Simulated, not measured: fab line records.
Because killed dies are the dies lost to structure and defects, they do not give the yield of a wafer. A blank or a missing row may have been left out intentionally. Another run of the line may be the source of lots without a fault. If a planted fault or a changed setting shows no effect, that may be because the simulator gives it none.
fab line records + flow gf180mcu
[record]
- lots = 14
- wafers = 42
- last_day = 34
route steps=602 shown STI@3 DNWELL@41 MVPSD@80 VT_IMPLANT@100 PSD@258
lots with no fault: from the same line, run without faults
start_h: hours from the record's opening day to when the first of the lot's shown wafers began + wait_h: hours elapsed since this lot's preceding step + " repeats the value in the row above + L1.1+2: several wafers, shown together as one row + - no value, or no start given + * or withheld: withheld + < > ~ a bound
route shown NAME@n: NAME is a module with steps in the file, n the number in the route of the first one + usual: mean and standard deviation over wafers with no fault + same: alike in all rows + chamber/n: place in a boat + sites: readings site by site + _std_site: standard deviation across them + _edge_site: inner sites' mean taken away from outer sites' mean + radius_mm: how far each site lies from the wafer's centre + mask NAME#n: copy n + behind: tool/chamber where the wafer was last shaped + hold: cause of the lot's hold/its duration in hours/its outcome + device: transistor that didn't switch, given as n, p or np + end of line: the route-end tests of the same wafers + where a step has no rows: the recipe by itself + killed: dies that structure and defects cost at the first sort, which is not the same as the wafer's yield + map: per-die view of a wafer (x killed, . not killed, _ where there is no die)
set.NAME: the run value of the setting; set.NAME@STEP: its run value at that earlier step + model.NAME: the simulator's own value behind a step, which no gauge read
steps of the route over a sample of lots; a table a step, a row a wafer
services: when a tool's chamber went out of use (start_h, in hours from the record's first day, below 0 if earlier), for how many hours, and the reason
[[steps]]
[step GF_STI_THK_MEAS_02]
[recipe]
- reads = SiO2_of_STI_OXIDATION_01
[usual]
- STI_OXIDATION_THK = 9.94/0.2
| lot.wafer | tool          | chamber | start_h | wait_h | STI_OXIDATION_THK[nm] |
|-----------|---------------|---------|---------|--------|-----------------------|
| L188.3    | film_metro-04 | -       | 15.40   | 0.0    | 9.65                  |
| L188.4    | "             | -       | "       | "      | 9.89                  |
| L188.6    | "             | -       | "       | "      | 9.81                  |
| L189.1    | film_metro-01 | -       | 18.45   | 0.0    | 9.53                  |
| L189.2    | "             | -       | "       | "      | 9.55                  |
| L189.3    | "             | -       | "       | "      | 9.59                  |
| L190.2    | film_metro-01 | -       | 22.42   | 0.0    | 9.46                  |
| L190.5    | "             | -       | "       | "      | 9.62                  |
| L190.6    | "             | -       | "       | "      | 9.53                  |
| L192.1    | film_metro-04 | -       | 32.29   | 0.0    | 10.12                 |
| L192.3    | "             | -       | "       | "      | 10.13                 |
| L192.4    | "             | -       | "       | "      | 10.13                 |
| L193.4    | film_metro-02 | -       | 37.60   | 0.0    | 10.07                 |
| L193.5    | "             | -       | "       | "      | 10.01                 |
| L193.6    | "             | -       | "       | "      | 9.98                  |
| L194.2    | film_metro-01 | -       | 42.06   | 0.0    | 9.90                  |
| L194.4    | "             | -       | "       | "      | 9.83                  |
| L194.5    | "             | -       | "       | "      | 9.88                  |
| L195.1    | film_metro-01 | -       | 46.51   | 0.0    | 10.02                 |
| L195.2    | "             | -       | "       | "      | 9.92                  |
| L195.6    | "             | -       | "       | "      | 10.04                 |
| L196.1    | film_metro-04 | -       | 53.03   | 0.0    | 9.91                  |
| L196.4    | "             | -       | "       | "      | 10.20                 |
| L196.5    | "             | -       | "       | "      | 9.99                  |
| L197.1    | film_metro-01 | -       | 56.87   | 0.0    | 10.01                 |
| L197.2    | "             | -       | "       | "      | 9.81                  |
| L197.4    | "             | -       | "       | "      | 10.03                 |
| L198.1    | film_metro-02 | -       | 61.51   | 0.0    | 9.84                  |
| L198.4    | "             | -       | "       | "      | 9.76                  |
| L198.5    | "             | -       | "       | "      | 9.75                  |
| L202.1    | film_metro-02 | -       | 81.51   | 0.0    | 9.82                  |
| L202.3    | "             | -       | "       | "      | 9.88                  |
| L202.5    | "             | -       | "       | "      | 9.96                  |
| L205.1    | film_metro-02 | -       | 99.71   | 0.0    | 9.74                  |
| L205.3    | "             | -       | "       | "      | 9.86                  |
| L205.6    | "             | -       | "       | "      | 9.89                  |
| L206.1    | film_metro-04 | -       | 103.78  | 0.0    | 10.09                 |
| L206.4    | "             | -       | "       | "      | 9.99                  |
| L206.5    | "             | -       | "       | "      | 9.95                  |
| L211.3    | film_metro-04 | -       | 127.81  | 0.0    | 10.32                 |
| L211.4    | "             | -       | "       | "      | 10.31                 |
| L211.5    | "             | -       | "       | "      | 10.38                 |
[step GF_DNWELL_TW_MEAS_09]
[usual]
- DNWELL_TW = 1349/11
| lot.wafer | tool          | chamber | start_h | wait_h | DNWELL_TW |
|-----------|---------------|---------|---------|--------|-----------|
| L188.3    | film_metro-02 | -       | 46.65   | 0.1    | 1368      |
| L188.4    | "             | -       | "       | "      | 1368      |
| L188.6    | "             | -       | "       | "      | 1363      |
| L189.1    | film_metro-03 | -       | 51.97   | 0.1    | 1357      |
| L189.2    | "             | -       | "       | "      | 1353      |
| L189.3    | "             | -       | "       | "      | 1355      |
| L190.2    | film_metro-03 | -       | 53.66   | 0.1    | 1361      |
| L190.5    | "             | -       | "       | "      | 1359      |
| L190.6    | "             | -       | "       | "      | 1351      |
| L192.1    | film_metro-04 | -       | 64.87   | 0.1    | 1335      |
| L192.3    | "             | -       | "       | "      | 1333      |
| L192.4    | "             | -       | "       | "      | 1337      |
| L193.4    | film_metro-04 | -       | 70.86   | 0.1    | 1340      |
| L193.5    | "             | -       | "       | "      | 1333      |
| L193.6    | "             | -       | "       | "      | 1338      |
| L194.2    | film_metro-04 | -       | 74.19   | 0.1    | 1332      |
| L194.4    | "             | -       | "       | "      | 1337      |
| L194.5    | "             | -       | "       | "      | 1346      |
| L195.1    | film_metro-03 | -       | 80.28   | 0.1    | 1355      |
| L195.2    | "             | -       | "       | "      | 1359      |
| L195.6    | "             | -       | "       | "      | 1353      |
| L196.1    | film_metro-03 | -       | 86.30   | 0.1    | 1341      |
| L196.4    | "             | -       | "       | "      | 1346      |
| L196.5    | "             | -       | "       | "      | 1353      |
| L197.1    | film_metro-04 | -       | 90.48   | 0.1    | 1335      |
| L197.2    | "             | -       | "       | "      | 1336      |
| L197.4    | "             | -       | "       | "      | 1337      |
| L198.1    | film_metro-04 | -       | 96.72   | 0.1    | 1336      |
| L198.4    | "             | -       | "       | "      | 1345      |
| L198.5    | "             | -       | "       | "      | 1348      |
| L202.1    | film_metro-03 | -       | 119.09  | 0.1    | 1360      |
| L202.3    | "             | -       | "       | "      | 1357      |
| L202.5    | "             | -       | "       | "      | 1345      |
| L205.1    | film_metro-04 | -       | 136.42  | 0.1    | 1338      |
| L205.3    | "             | -       | "       | "      | 1347      |
| L205.6    | "             | -       | "       | "      | 1339      |
| L206.1    | film_metro-04 | -       | 139.82  | 0.1    | 1334      |
| L206.4    | "             | -       | "       | "      | 1339      |
| L206.5    | "             | -       | "       | "      | 1340      |
| L211.3    | film_metro-03 | -       | 165.09  | 0.1    | 1360      |
| L211.4    | "             | -       | "       | "      | 1367      |
| L211.5    | "             | -       | "       | "      | 1364      |
[step GF_MVPSD_COAT_02]
[recipe]
- spin_rpm = 2000
- resist_thk_nm = 3000
[usual]
- chill_plate_temp_C = 22.98/0.12
- dispense_pressure_kPa = 50.3/1.1
- spin_speed_rpm = 2000.0/1.3
| lot.wafer | tool           | chamber | start_h | wait_h | chill_plate_temp_C | dispense_pressure_kPa | spin_speed_rpm |
|-----------|----------------|---------|---------|--------|--------------------|-----------------------|----------------|
| L188.3    | litho_track-04 | 0       | 95.17   | 0.1    | 22.96              | 50.6                  | 2001.1         |
| L188.4    | "              | 0       | "       | "      | 23.04              | 50.6                  | 2000.7         |
| L188.6    | "              | 0       | "       | "      | 22.93              | 50.6                  | 1999.6         |
| L189.1    | litho_track-03 | 0       | 99.33   | 0.1    | 23.20              | 52.0                  | 1998.7         |
| L189.2    | "              | 0       | "       | "      | 23.27              | 52.0                  | 1999.7         |
| L189.3    | "              | 0       | "       | "      | 23.08              | 52.0                  | 1999.2         |
| L190.2    | litho_track-04 | 0       | 102.09  | 0.1    | 23.03              | 50.6                  | 1997.8         |
| L190.5    | "              | 0       | "       | "      | 22.96              | 50.6                  | 1999.8         |
| L190.6    | "              | 0       | "       | "      | 22.91              | 50.6                  | 2000.0         |
| L192.1    | litho_track-04 | 0       | 112.72  | 0.1    | 22.91              | 50.6                  | 2001.0         |
| L192.3    | "              | 0       | "       | "      | 23.01              | 50.6                  | 2001.9         |
| L192.4    | "              | 0       | "       | "      | 22.96              | 50.6                  | 2000.6         |
| L193.4    | litho_track-02 | 0       | 119.22  | 0.1    | 23.06              | 49.0                  | 1998.1         |
| L193.5    | "              | 0       | "       | "      | 22.88              | 49.0                  | 2001.9         |
| L193.6    | "              | 0       | "       | "      | 22.85              | 49.0                  | 2000.6         |
| L194.2    | litho_track-02 | 0       | 123.82  | 0.1    | 23.28              | 49.0                  | 2001.7         |
| L194.4    | "              | 0       | "       | "      | 23.25              | 49.0                  | 1997.7         |
| L194.5    | "              | 0       | "       | "      | 22.96              | 49.0                  | 2000.6         |
| L195.1    | litho_track-04 | 0       | 130.52  | 0.1    | 23.05              | 50.6                  | 2000.5         |
| L195.2    | "              | 0       | "       | "      | 22.99              | 50.6                  | 1997.6         |
| L195.6    | "              | 0       | "       | "      | 22.99              | 50.6                  | 2000.0         |
| L196.1    | litho_track-03 | 0       | 137.13  | 0.1    | 23.04              | 52.0                  | 1999.5         |
| L196.4    | "              | 0       | "       | "      | 22.98              | 52.0                  | 1999.5         |
| L196.5    | "              | 0       | "       | "      | 22.90              | 52.0                  | 2000.9         |
| L197.1    | litho_track-02 | 0       | 141.99  | 0.1    | 23.01              | 49.0                  | 1999.4         |
| L197.2    | "              | 0       | "       | "      | 23.09              | 49.0                  | 1999.3         |
| L197.4    | "              | 0       | "       | "      | 23.00              | 49.0                  | 1999.8         |
| L198.1    | litho_track-03 | 0       | 149.18  | 0.1    | 22.95              | 52.0                  | 1999.8         |
| L198.4    | "              | 0       | "       | "      | 23.01              | 52.0                  | 1998.5         |
| L198.5    | "              | 0       | "       | "      | 22.93              | 52.0                  | 1997.5         |
| L202.1    | litho_track-04 | 0       | 173.37  | 0.1    | 22.90              | 50.6                  | 2000.4         |
| L202.3    | "              | 0       | "       | "      | 22.93              | 50.6                  | 2000.9         |
| L202.5    | "              | 0       | "       | "      | 23.06              | 50.6                  | 1999.1         |
| L205.1    | litho_track-04 | -       | 192.87  | 0.1    | -                  | -                     | -              |
| L205.3    | "              | -       | "       | "      | -                  | -                     | -              |
| L205.6    | "              | -       | "       | "      | -                  | -                     | -              |
| L206.1    | litho_track-02 | -       | 196.69  | 0.1    | -                  | -                     | -              |
| L206.4    | "              | -       | "       | "      | -                  | -                     | -              |
| L206.5    | "              | -       | "       | "      | -                  | -                     | -              |
| L211.3    | litho_track-04 | 0       | 223.92  | 0.1    | 23.15              | 50.6                  | 2000.8         |
| L211.4    | "              | 0       | "       | "      | 23.08              | 50.6                  | 1999.4         |
| L211.5    | "              | 0       | "       | "      | 23.15              | 50.6                  | 1999.0         |
[step GF_MVPSD_OVL_MEAS_07]
[usual]
- MVPSD_OVL = -1.0/1.2
| lot.wafer | tool       | chamber | start_h | wait_h | MVPSD_OVL[nm] |
|-----------|------------|---------|---------|--------|---------------|
| L188.3    | overlay-01 | -       | 101.99  | -      | -0.2          |
| L188.4    | "          | -       | "       | "      | -0.4          |
| L188.6    | "          | -       | "       | "      | 1.3           |
| L189.1    | overlay-02 | -       | 106.53  | -      | 0.0           |
| L189.2    | "          | -       | "       | "      | -1.0          |
| L189.3    | "          | -       | "       | "      | 0.4           |
| L190.2    | overlay-01 | -       | 109.38  | -      | 0.8           |
| L190.5    | "          | -       | "       | "      | -0.8          |
| L190.6    | "          | -       | "       | "      | 0.6           |
| L192.1    | overlay-01 | -       | 119.57  | -      | -0.6          |
| L192.3    | "          | -       | "       | "      | 1.1           |
| L192.4    | "          | -       | "       | "      | -0.4          |
| L193.4    | overlay-01 | -       | 126.94  | -      | -0.7          |
| L193.5    | "          | -       | "       | "      | -1.3          |
| L193.6    | "          | -       | "       | "      | -1.9          |
| L194.2    | overlay-02 | -       | 131.25  | -      | -0.8          |
| L194.4    | "          | -       | "       | "      | 0.5           |
| L194.5    | "          | -       | "       | "      | -0.7          |
| L195.1    | overlay-01 | -       | 137.83  | -      | 1.1           |
| L195.2    | "          | -       | "       | "      | 0.1           |
| L195.6    | "          | -       | "       | "      | 0.7           |
| L196.1    | overlay-02 | -       | 145.22  | -      | 1.2           |
| L196.4    | "          | -       | "       | "      | 0.2           |
| L196.5    | "          | -       | "       | "      | 0.3           |
| L197.1    | overlay-02 | -       | 150.09  | -      | -0.5          |
| L197.2    | "          | -       | "       | "      | -0.8          |
| L197.4    | "          | -       | "       | "      | -1.9          |
| L198.1    | overlay-02 | -       | 157.28  | -      | -2.5          |
| L198.4    | "          | -       | "       | "      | -0.6          |
| L198.5    | "          | -       | "       | "      | -1.6          |
| L202.1    | overlay-01 | -       | 181.68  | -      | -2.1          |
| L202.3    | "          | -       | "       | "      | -1.2          |
| L202.5    | "          | -       | "       | "      | -0.8          |
| L205.1    | overlay-01 | -       | 201.73  | -      | -             |
| L205.3    | "          | -       | "       | "      | -             |
| L205.6    | "          | -       | "       | "      | -             |
| L206.1    | overlay-01 | -       | 205.02  | -      | -             |
| L206.4    | "          | -       | "       | "      | -             |
| L206.5    | "          | -       | "       | "      | -             |
| L211.3    | overlay-02 | -       | 233.53  | -      | -4.2          |
| L211.4    | "          | -       | "       | "      | -2.7          |
| L211.5    | "          | -       | "       | "      | -4.3          |
[step GF_VT_IMPLANT_TW_MEAS_10]
[usual]
- VT_IMPLANT_TW = 559/4.2
| lot.wafer | tool          | chamber | start_h | wait_h | VT_IMPLANT_TW |
|-----------|---------------|---------|---------|--------|---------------|
| L188.3    | film_metro-04 | -       | 116.72  | 0.1    | 558           |
| L188.4    | "             | -       | "       | "      | 558           |
| L188.6    | "             | -       | "       | "      | 556           |
| L189.1    | film_metro-03 | -       | 120.68  | 0.1    | 563           |
| L189.2    | "             | -       | "       | "      | 566           |
| L189.3    | "             | -       | "       | "      | 561           |
| L190.2    | film_metro-01 | -       | 124.50  | 0.1    | 555           |
| L190.5    | "             | -       | "       | "      | 556           |
| L190.6    | "             | -       | "       | "      | 554           |
| L192.1    | film_metro-03 | -       | 135.29  | 0.1    | 564           |
| L192.3    | "             | -       | "       | "      | 564           |
| L192.4    | "             | -       | "       | "      | 564           |
| L193.4    | film_metro-01 | -       | 142.01  | 0.1    | 558           |
| L193.5    | "             | -       | "       | "      | 556           |
| L193.6    | "             | -       | "       | "      | 557           |
| L194.2    | film_metro-01 | -       | 146.94  | 0.1    | 558           |
| L194.4    | "             | -       | "       | "      | 558           |
| L194.5    | "             | -       | "       | "      | 558           |
| L195.1    | film_metro-03 | -       | 153.64  | 0.1    | 569           |
| L195.2    | "             | -       | "       | "      | 567           |
| L195.6    | "             | -       | "       | "      | 565           |
| L196.1    | film_metro-04 | -       | 161.29  | 0.1    | 559           |
| L196.4    | "             | -       | "       | "      | 556           |
| L196.5    | "             | -       | "       | "      | 559           |
| L197.1    | film_metro-04 | -       | 166.28  | 0.1    | 559           |
| L197.2    | "             | -       | "       | "      | 559           |
| L197.4    | "             | -       | "       | "      | 558           |
| L198.1    | film_metro-03 | -       | 174.18  | 0.1    | 563           |
| L198.4    | "             | -       | "       | "      | 561           |
| L198.5    | "             | -       | "       | "      | 563           |
| L202.1    | film_metro-01 | -       | 198.83  | 0.1    | 558           |
| L202.3    | "             | -       | "       | "      | 556           |
| L202.5    | "             | -       | "       | "      | 555           |
| L205.1    | film_metro-04 | -       | 219.34  | 0.1    | 689           |
| L205.3    | "             | -       | "       | "      | 690           |
| L205.6    | "             | -       | "       | "      | 692           |
| L206.1    | film_metro-01 | -       | 223.09  | 0.1    | 686           |
| L206.4    | "             | -       | "       | "      | 687           |
| L206.5    | "             | -       | "       | "      | 681           |
| L211.3    | film_metro-01 | -       | 253.10  | 0.1    | 557           |
| L211.4    | "             | -       | "       | "      | 552           |
| L211.5    | "             | -       | "       | "      | 554           |
[step GF_VT_IMPLANT_TW_MEAS_21]
[usual]
- VT_IMPLANT_2_TW = 1206/8
| lot.wafer | tool          | chamber | start_h | wait_h | VT_IMPLANT_2_TW |
|-----------|---------------|---------|---------|--------|-----------------|
| L188.3    | film_metro-01 | -       | 131.85  | 0.1    | 1196            |
| L188.4    | "             | -       | "       | "      | 1198            |
| L188.6    | "             | -       | "       | "      | 1199            |
| L189.1    | film_metro-01 | -       | 135.53  | 0.1    | 1202            |
| L189.2    | "             | -       | "       | "      | 1199            |
| L189.3    | "             | -       | "       | "      | 1196            |
| L190.2    | film_metro-03 | -       | 139.64  | 0.1    | 1217            |
| L190.5    | "             | -       | "       | "      | 1216            |
| L190.6    | "             | -       | "       | "      | 1212            |
| L192.1    | film_metro-03 | -       | 150.98  | 0.1    | 1215            |
| L192.3    | "             | -       | "       | "      | 1225            |
| L192.4    | "             | -       | "       | "      | 1220            |
| L193.4    | film_metro-01 | -       | 157.53  | 0.1    | 1207            |
| L193.5    | "             | -       | "       | "      | 1208            |
| L193.6    | "             | -       | "       | "      | 1203            |
| L194.2    | film_metro-04 | -       | 162.44  | 0.1    | 1204            |
| L194.4    | "             | -       | "       | "      | 1196            |
| L194.5    | "             | -       | "       | "      | 1201            |
| L195.1    | film_metro-01 | -       | 169.98  | 0.1    | 1212            |
| L195.2    | "             | -       | "       | "      | 1204            |
| L195.6    | "             | -       | "       | "      | 1204            |
| L196.1    | film_metro-03 | -       | 178.13  | 0.1    | 1221            |
| L196.4    | "             | -       | "       | "      | 1216            |
| L196.5    | "             | -       | "       | "      | 1212            |
| L197.1    | film_metro-01 | -       | 182.99  | 0.1    | 1205            |
| L197.2    | "             | -       | "       | "      | 1203            |
| L197.4    | "             | -       | "       | "      | 1209            |
| L198.1    | film_metro-04 | -       | 190.64  | 0.1    | 1206            |
| L198.4    | "             | -       | "       | "      | 1209            |
| L198.5    | "             | -       | "       | "      | 1204            |
| L202.1    | film_metro-04 | -       | 217.08  | 0.1    | 1208            |
| L202.3    | "             | -       | "       | "      | 1206            |
| L202.5    | "             | -       | "       | "      | 1208            |
| L205.1    | film_metro-03 | -       | 236.80  | 0.1    | 1238            |
| L205.3    | "             | -       | "       | "      | 1244            |
| L205.6    | "             | -       | "       | "      | 1240            |
| L206.1    | film_metro-03 | -       | 241.44  | 0.1    | 1243            |
| L206.4    | "             | -       | "       | "      | 1247            |
| L206.5    | "             | -       | "       | "      | 1242            |
| L211.3    | film_metro-03 | -       | 272.35  | 0.1    | 1204            |
| L211.4    | "             | -       | "       | "      | 1203            |
| L211.5    | "             | -       | "       | "      | 1211            |
[step GF_PSD_STRIP_10]
[recipe]
- chemistry = O2/N2
- power_w = 1400
- pressure_mtorr = 1500
- platen_temp_c = 250
- o2_flow_sccm = 3000
- n2_flow_sccm = 300
- overash_fraction = 0.5
[usual]
- drypump_motor_current_A = 5.8/0.64
- heater_power_w = 332/21
- oes_product_au = 0.593/0.0044
- strip_time_to_endpoint_s = 16.54/0.034
| lot.wafer | tool            | chamber | start_h | wait_h | drypump_motor_current_A | heater_power_w | oes_product_au | rf_hours_counter_h | strip_time_to_endpoint_s |
|-----------|-----------------|---------|---------|--------|-------------------------|----------------|----------------|--------------------|--------------------------|
| L188.3    | plasma_asher-01 | 0       | 323.91  | 0.1    | 6.2                     | 304            | 0.592          | -                  | 16.52                    |
| L188.4    | "               | 1       | "       | "      | 5.2                     | 334            | 0.596          | -                  | 16.50                    |
| L188.6    | "               | 1       | "       | "      | 5.2                     | 321            | 0.600          | -                  | 16.50                    |
| L189.1    | plasma_asher-03 | 1       | 331.75  | 0.1    | 4.6                     | 358            | 0.597          | 55                 | 16.55                    |
| L189.2    | "               | 0       | "       | "      | 5.9                     | 329            | 0.593          | 55                 | 16.55                    |
| L189.3    | "               | 0       | "       | "      | 5.9                     | 326            | 0.591          | -                  | 16.53                    |
| L190.2    | plasma_asher-03 | 1       | 341.70  | 0.1    | 4.6                     | 354            | 0.597          | 56                 | 16.55                    |
| L190.5    | "               | 0       | "       | "      | 5.9                     | 342            | 0.593          | -                  | 16.52                    |
| L190.6    | "               | 1       | "       | "      | 4.6                     | 352            | 0.588          | -                  | 16.60                    |
| L192.1    | plasma_asher-01 | 0       | 348.62  | 0.1    | 6.2                     | 304            | 0.595          | 69                 | 16.52                    |
| L192.3    | "               | 0       | "       | "      | 6.2                     | 309            | 0.590          | -                  | 16.50                    |
| L192.4    | "               | 1       | "       | "      | 5.3                     | 333            | 0.594          | -                  | 16.54                    |
| L193.4    | plasma_asher-01 | 0       | 357.51  | 0.1    | 6.2                     | 311            | 0.593          | -                  | 16.58                    |
| L193.5    | "               | 1       | "       | "      | 5.3                     | 325            | 0.591          | -                  | 16.60                    |
| L193.6    | "               | 0       | "       | "      | 6.2                     | 309            | 0.594          | -                  | 16.53                    |
| L194.2    | plasma_asher-02 | 0       | 362.80  | 0.1    | 5.8                     | 362            | 0.591          | 71                 | 16.54                    |
| L194.4    | "               | 0       | "       | "      | 5.8                     | 371            | 0.594          | -                  | 16.57                    |
| L194.5    | "               | 1       | "       | "      | 6.7                     | 319            | 0.594          | -                  | 16.57                    |
| L195.1    | plasma_asher-02 | 0       | 378.82  | 0.1    | 5.8                     | 358            | 0.590          | 73                 | 16.60                    |
| L195.2    | "               | 1       | "       | "      | 6.7                     | 316            | 0.588          | 73                 | 16.56                    |
| L195.6    | "               | 0       | "       | "      | 5.8                     | 367            | 0.586          | -                  | 16.55                    |
| L196.1    | plasma_asher-02 | 0       | 389.18  | 0.1    | 5.7                     | 361            | 0.597          | 74                 | 16.53                    |
| L196.4    | "               | 1       | "       | "      | 6.7                     | 318            | 0.593          | -                  | 16.55                    |
| L196.5    | "               | 0       | "       | "      | 5.8                     | 355            | 0.593          | -                  | 16.54                    |
| L197.1    | plasma_asher-01 | 0       | 393.10  | 0.1    | 6.2                     | 311            | 0.587          | 74                 | 16.59                    |
| L197.2    | "               | 1       | "       | "      | 5.2                     | 325            | 0.594          | 74                 | 16.54                    |
| L197.4    | "               | 1       | "       | "      | 5.3                     | 326            | 0.586          | -                  | 16.57                    |
| L198.1    | plasma_asher-03 | 1       | 402.60  | 0.1    | 4.6                     | 367            | 0.584          | 61                 | 16.49                    |
| L198.4    | "               | 1       | "       | "      | 4.6                     | 357            | 0.591          | -                  | 16.56                    |
| L198.5    | "               | 1       | "       | "      | 4.6                     | 368            | 0.586          | -                  | 16.53                    |
| L202.1    | plasma_asher-02 | 0       | 444.30  | 0.1    | 5.8                     | 351            | 0.592          | 1                  | 16.50                    |
| L202.3    | "               | 1       | "       | "      | 6.6                     | 313            | 0.586          | -                  | 16.54                    |
| L202.5    | "               | 1       | "       | "      | 6.7                     | 314            | 0.596          | -                  | 16.50                    |
| L205.1    | plasma_asher-03 | 1       | 465.75  | 0.1    | 4.6                     | 362            | 0.585          | 67                 | 16.50                    |
| L205.3    | "               | 0       | "       | "      | 5.9                     | 333            | 0.587          | -                  | 16.53                    |
| L205.6    | "               | 1       | "       | "      | 4.6                     | 352            | 0.595          | -                  | 16.49                    |
| L206.1    | plasma_asher-02 | 1       | 474.42  | 0.1    | 6.7                     | 324            | 0.589          | 5                  | 16.58                    |
| L206.4    | "               | 1       | "       | "      | 6.7                     | 319            | 0.583          | -                  | 16.62                    |
| L206.5    | "               | 0       | "       | "      | 5.8                     | 364            | 0.592          | -                  | 16.57                    |
| L211.3    | plasma_asher-02 | 0       | 508.01  | 0.1    | 5.7                     | 361            | 0.602          | -                  | 16.49                    |
| L211.4    | "               | 1       | "       | "      | 6.7                     | 316            | 0.595          | -                  | 16.49                    |
| L211.5    | "               | 1       | "       | "      | 6.7                     | 320            | 0.595          | -                  | 16.47                    |
[[services]]
| tool            | chamber | start_h | hours | kind       |
|-----------------|---------|---------|-------|------------|
| plasma_asher-01 | -       | 159.33  | 14.6  | pm         |
| plasma_asher-02 | -       | 163.48  | 1.8   | repair     |
| plasma_asher-02 | -       | 176.73  | 6.2   | repair     |
| plasma_asher-01 | -       | 218.31  | 0.5   | repair     |
| plasma_asher-03 | -       | 246.48  | 1.4   | repair     |
| plasma_asher-02 | -       | 270.82  | 1.4   | repair     |
| plasma_asher-03 | -       | 343.06  | 12.3  | repair     |
| plasma_asher-02 | -       | 421.25  | 9.0   | pm         |
| plasma_asher-02 | 0       | 421.25  | 9.0   | vent_cycle |
| plasma_asher-02 | 1       | 421.25  | 9.0   | vent_cycle |
| plasma_asher-02 | 0       | 430.25  | -     | clean      |
| plasma_asher-02 | 1       | 430.25  | -     | clean      |
| plasma_asher-03 | -       | 451.93  | 2.8   | pm         |
| plasma_asher-03 | -       | 485.73  | 0.9   | repair     |
| plasma_asher-03 | -       | 487.89  | 2.3   | repair     |
[[key]]
[first_sign]
- step = GF_MVPSD_COAT_02
- reading = tool_record
- direction = missing
[effect]
- step = GF_MVPSD_OVL_MEAS_07
- reading = MVPSD_OVL
- direction = missing
[effect]
- step = GF_VT_IMPLANT_TW_MEAS_10
- reading = VT_IMPLANT_TW
- direction = up
- sigmas = 31
- usual = 559
- struck = 687
[effect]
- step = GF_VT_IMPLANT_TW_MEAS_21
- reading = VT_IMPLANT_2_TW
- direction = up
- sigmas = 4.5
- usual = 1206
- struck = 1242
met_at GF_MVPSD_COAT_02
struck_lots L205,L206
sort_left_out L205.1,L205.3,L205.6,L206.1,L206.4,L206.5
tester_left_out L205,L206
not_acting_at GF_STI_THK_MEAS_02,GF_DNWELL_TW_MEAS_09,GF_PSD_STRIP_10
onset_between 173.37 192.87
[fault]
- kind = skipped_step_whole
- tool = litho_track-02,litho_track-04
- chamber = -
- onset_h = 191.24
- steps = GF_MVPSD_COAT_02
- scope = struck_lots_only
// tester_left_out: of these lots the tester's yield and bins aren't shown, on N5 and GAA mostly nor the transistor test; their killed dies are dies lost to structure and defects alone, not to doping, threshold or leakage, so they don't give the yield
// sort_left_out: the simulated sort isn't trusted on such a fault, so these wafers' sort isn't shown, and their yield isn't known
